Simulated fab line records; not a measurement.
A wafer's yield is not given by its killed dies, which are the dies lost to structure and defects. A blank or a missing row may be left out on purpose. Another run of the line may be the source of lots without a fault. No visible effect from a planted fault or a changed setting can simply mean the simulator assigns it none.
The tool behind it: which one?	flow gf180mcu	24 lots, 72 wafers sampled, at 5 steps of a route of 602

WHAT EACH GAUGE READ, for each wafer
GF_V3_CD_MEAS_14: target cd 260 nm. Usual: cd nm reads 259.9 nm (standard deviation 1.1).
lot	measured	on	cd nm (nm)	flag
L074	day 22 03:58	cd sem-02	260.7 259.8 261.4	
L075	day 22 12:04	cd sem-02	259.8 260.8 261.1	
L076	day 22 23:07	cd sem-01	259.2 259.7 260.3	
L077	day 23 09:01	cd sem-02	260.3 261.3 261.9	
L078	day 23 14:22	cd sem-01	259.7 261.3 260.6	
L079	day 24 06:17	cd sem-01	259.3 259.7 260.2	
L080	day 24 16:28	cd sem-02	257.0 257.6 257.8	
L081	day 24 21:02	cd sem-01	258.5 258.4 257.5	
L082	day 25 09:37	cd sem-01	261.1 260.5 261.6	
L083	day 25 13:43	cd sem-01	259.2 259.8 257.8	
L084	day 26 02:48	cd sem-02	260.6 261.0 260.9	
L085	day 26 06:47	cd sem-02	259.9 261.4 261.4	
L086	day 26 12:43	cd sem-02	258.0 261.5 260.0	
L087	day 26 20:52	cd sem-01	260.6 261.5 260.6	
L088	day 27 04:52	cd sem-02	259.9 259.4 258.6	
L089	day 27 05:57	cd sem-01	259.9 258.8 260.8	
L090	day 27 21:36	cd sem-02	259.6 259.3 259.1	
L091	day 28 06:55	cd sem-02	259.2 259.3 259.6	
L093	day 28 19:58	cd sem-01	260.4 260.1 258.9	
L092	day 28 21:34	cd sem-02	260.5 260.1 261.4	
L094	day 28 22:43	cd sem-02	260.1 259.5 258.3	
L095	day 29 06:21	cd sem-02	259.2 258.3 258.6	
L096	day 29 19:14	cd sem-02	259.3 259.9 259.2	
L097	day 29 20:20	cd sem-02	260.5 261.6 259.6	

GF_M5_OVL_MEAS_08. Usual: M5_OVL 1 nm, standard deviation 5.9.
lot	measured	on	M5_OVL (nm)	flag
L074	day 26 01:13	overlay-02	2 -3 0	
L075	day 26 08:23	overlay-01	0 3 3	
L076	day 26 18:35	overlay-01	-4 -2 -10	
L077	day 27 04:41	overlay-01	1 5 8	
L078	day 27 07:13	overlay-01	0 -10 2	
L079	day 27 23:53	overlay-02	0 4 -2	
L080	day 28 06:53	overlay-01	-7 -12 -10	
L081	day 28 15:15	overlay-02	5 4 6	
L082	day 29 01:04	overlay-02	5 2 -1	
L083	day 29 03:04	overlay-01	8 5 4	
L084	day 29 17:49	overlay-02	6 13 10	
L085	day 29 19:26	overlay-01	-2 -9 -5	
L086	day 29 23:34	overlay-01	2 6 2	
L087	day 30 10:25	overlay-02	-7 -1 -6	
L088	day 30 15:08	overlay-02	2 10 3	
L089	day 30 17:53	overlay-01	-1 4 1	
L090	day 31 05:58	overlay-01	2 2 4	
L091	day 31 14:40	overlay-02	-12 -5 -13	
L093	day 32 01:08	overlay-02	-6 -11 -3	
L092	day 32 02:32	overlay-02	-3 1 5	
L094	day 32 04:43	overlay-01	6 6 1	
L095	day 32 11:07	overlay-01	1 3 0	
L096	day 32 22:09	overlay-02	-7 -12 -5	
L097	day 32 23:51	overlay-01	6 0 7	

WHICH TOOL RAN EACH LOT (tool, then ch and the chambers of the sampled wafers, then the start)
lot	GF_M3_SPUTTER_01	GF_M3_SPUTTER_03	GF_V3_CVD_02
L074	pvd sputter-03, day 20 02:23	pvd sputter-03, day 20 02:27	pecvd-01 ch 0,1, day 21 03:52
L075	pvd sputter-04, day 20 10:46	pvd sputter-04, day 20 10:50	pecvd-04 ch 0,1,2, day 21 12:05
L076	pvd sputter-04, day 20 22:19	pvd sputter-04, day 20 22:23	pecvd-02 ch 0,1, day 21 23:23
L077	pvd sputter-03, day 21 08:35	pvd sputter-03, day 21 08:38	pecvd-02 ch 0,1, day 22 09:11
L078	pvd sputter-04, day 21 15:29	pvd sputter-04, day 21 15:32	pecvd-02 ch 0,1,2, day 22 15:45
L079	pvd sputter-01, day 22 07:28	pvd sputter-01, day 22 07:32	pecvd-01 ch 1,2, day 23 07:40
L080	pvd sputter-01, day 22 18:30	pvd sputter-01, day 22 18:34	pecvd-04 ch 0,1, day 23 18:16
L081	pvd sputter-03, day 22 23:50	pvd sputter-03, day 22 23:53	pecvd-02 ch 0,1, day 23 23:20
L082	pvd sputter-03, day 23 12:22	pvd sputter-03, day 23 12:26	pecvd-04 ch 0,2, day 24 11:32
L083	pvd sputter-03, day 23 17:07	pvd sputter-03, day 23 17:11	pecvd-04 ch 0,1, day 24 16:10
L084	pvd sputter-03, day 24 05:52	pvd sputter-03, day 24 05:56	pecvd-02 ch 1, day 25 04:51
L085	pvd sputter-04, day 24 10:46	pvd sputter-04, day 24 10:50	pecvd-02 ch 1,2, day 25 09:26
L086	pvd sputter-03, day 24 16:59	pvd sputter-03, day 24 17:03	pecvd-01 ch 1,2, day 25 14:59
L087	pvd sputter-01, day 25 02:08	pvd sputter-01, day 25 02:12	pecvd-01 ch 0,1, day 26 00:00
L088	pvd sputter-01, day 25 08:55	pvd sputter-01, day 25 08:59	pecvd-02 ch 0,1,2, day 26 07:13
L089	pvd sputter-01, day 25 11:44	pvd sputter-01, day 25 11:48	pecvd-02 ch 0,1, day 26 09:35
L090	pvd sputter-01, day 26 00:13	pvd sputter-01, day 26 00:17	pecvd-04 ch 0,1, day 26 21:33
L091	pvd sputter-03, day 26 12:49	pvd sputter-03, day 26 12:53	pecvd-01 ch 1,2, day 27 09:26
L093	pvd sputter-03, day 27 03:57	pvd sputter-03, day 27 04:01	pecvd-04 ch 0,1,2, day 28 00:25
L092	pvd sputter-01, day 27 04:16	pvd sputter-01, day 27 04:20	pecvd-02 ch 1,2, day 28 01:42
L094	pvd sputter-03, day 27 06:32	pvd sputter-03, day 27 06:35	pecvd-01 ch 1,2, day 28 02:59
L095	pvd sputter-01, day 27 13:52	pvd sputter-01, day 27 13:56	pecvd-02 ch 1,2, day 28 10:38
L096	pvd sputter-04, day 28 03:32	pvd sputter-04, day 28 03:35	pecvd-01 ch 1,2, day 29 00:16
L097	pvd sputter-01, day 28 04:39	pvd sputter-01, day 28 04:43	pecvd-02 ch 0,1,2, day 29 01:11
- GF_M3_SPUTTER_01: material TiN, target thk 30 nm, time 25 s.
- GF_M3_SPUTTER_03: material Ti, target thk 10 nm, time 6.7 s.
- GF_V3_CVD_02: deposits SiO2 from TEOS, target thk 850 nm, time 94.851 s.

AS READ BY THE TOOLS THEMSELVES (means over the sampled wafers that have a number; for cases with no such wafer, the mark the record gives instead)
GF_M3_SPUTTER_01. Usual: throttle valve pct reads 30.3 % (standard deviation 1.3).
lot	tool	throttle valve pct (%)	flag
L074	pvd sputter-03	30.6	
L075	pvd sputter-04	29.8	
L076	pvd sputter-04	30.6	
L077	pvd sputter-03	31.1	
L078	pvd sputter-04	29.7	
L079	pvd sputter-01	30.3	
L080	pvd sputter-01	30.6	
L081	pvd sputter-03	31.2	
L082	pvd sputter-03	30.7	
L083	pvd sputter-03	30.7	
L084	pvd sputter-03	30.8	
L085	pvd sputter-04	30.8	
L086	pvd sputter-03	31.1	
L087	pvd sputter-01	29.7	
L088	pvd sputter-01	30.8	
L089	pvd sputter-01	30.5	
L090	pvd sputter-01	30.5	
L091	pvd sputter-03	30.7	
L093	pvd sputter-03	31.3	
L092	pvd sputter-01	29.4	
L094	pvd sputter-03	31.4	
L095	pvd sputter-01	31.4	
L096	pvd sputter-04	29.7	
L097	pvd sputter-01	30.6	

GF_M3_SPUTTER_03. Usual: throttle valve pct reads 30.3 % (standard deviation 1.3).
lot	tool	throttle valve pct (%)	flag
L074	pvd sputter-03	30.6	
L075	pvd sputter-04	29.7	
L076	pvd sputter-04	30.6	
L077	pvd sputter-03	31.0	
L078	pvd sputter-04	29.8	
L079	pvd sputter-01	30.2	
L080	pvd sputter-01	30.6	
L081	pvd sputter-03	30.9	
L082	pvd sputter-03	30.8	
L083	pvd sputter-03	30.9	
L084	pvd sputter-03	30.6	
L085	pvd sputter-04	30.8	
L086	pvd sputter-03	30.9	
L087	pvd sputter-01	29.9	
L088	pvd sputter-01	30.9	
L089	pvd sputter-01	30.6	
L090	pvd sputter-01	30.5	
L091	pvd sputter-03	30.5	
L093	pvd sputter-03	31.2	
L092	pvd sputter-01	29.5	
L094	pvd sputter-03	31.4	
L095	pvd sputter-01	31.3	
L096	pvd sputter-04	29.7	
L097	pvd sputter-01	30.5	

GF_V3_CVD_02. Usual: heater power w reads 672 W (standard deviation 71).
lot	tool	heater power w (W)	flag
L074	pecvd-01	683	
L075	pecvd-04	641	
L076	pecvd-02	688	
L077	pecvd-02	690	
L078	pecvd-02	657	
L079	pecvd-01	706	
L080	pecvd-04	727	
L081	pecvd-02	699	
L082	pecvd-04	622	
L083	pecvd-04	695	
L084	pecvd-02	709	
L085	pecvd-02	700	
L086	pecvd-01	738	
L087	pecvd-01	676	
L088	pecvd-02	731	
L089	pecvd-02	712	
L090	pecvd-04	709	
L091	pecvd-01	662	
L093	pecvd-04	664	
L092	pecvd-02	683	
L094	pecvd-01	630	
L095	pecvd-02	720	
L096	pecvd-01	711	
L097	pecvd-02	720	

THE ANSWER, worked out from the rows above alone
Rule: a lot is off if the mean of its wafers that have a number lies more than 3 standard deviations from the usual mean. A lot without any number at a reading at which 4 lots or more have one is off too. All remaining lots with rows at the step are treated as sound. Order of review: gauges by route order, followed by the tools' own readings, for which a lot's mean as printed above is used. At the first step where some lot is off, the reading lying furthest off is the one used; lots without a number count as furthest.
No lot is off at any reading shown: from this, nothing can be told.

WHAT HAD BEEN PUT IN BY THE SIMULATOR
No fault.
